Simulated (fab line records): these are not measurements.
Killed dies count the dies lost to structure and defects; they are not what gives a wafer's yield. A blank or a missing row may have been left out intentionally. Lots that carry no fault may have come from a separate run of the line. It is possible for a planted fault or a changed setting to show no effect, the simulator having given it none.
Chamber matching    flow gf180mcu    GF_V3_CMP_04 on cmp-01: 4 sister chambers
The step polishes SiO2. 4 wafers are shown with their chamber, then 7 later ones without.

WAFERS WITH THEIR CHAMBER
wafer   chamber  motor current A (A)
L813.1  3        12.1
L813.3  0        13.6
L812.6  1        13.3
L818.5  2        11.0

WAFERS WITHOUT THEIR CHAMBER
wafer   motor current A (A)
L818.6  13.4
L827.2  12.2
L827.4  12.8
L827.6  12.9
L831.1  11.5
L831.3  12.0
L831.6  11.2

EACH ONE'S CHAMBER
wafer   from the rows above           in truth
L818.6  can't be placed: 1 or 0       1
L827.2  3                             3
L827.4  can't be placed: 1 or 3 or 0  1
L827.6  can't be placed: 1 or 0 or 3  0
L831.1  can't be placed: 2 or 3       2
L831.3  3                             3
L831.6  2                             2
Correct placement for 3 of the 7. Can't be placed from these rows: 4 (the true chamber is among the candidates in 4). Placed wrongly: 0.
How it was worked out, from the rows above alone: a wafer's distance from a chamber is the root of the sum, over the readings, of the square of ((its reading less the chamber's mean) divided by the reading's scatter). If the next closest chamber is less than 2 further off than the closest, the wafer can't be placed; otherwise it belongs to the closest. Each chamber's mean is taken over the wafers shown for it. The scatter: with one shown wafer a chamber, the root of the mean of the squares of how far each hidden wafer lies from its nearest shown one.
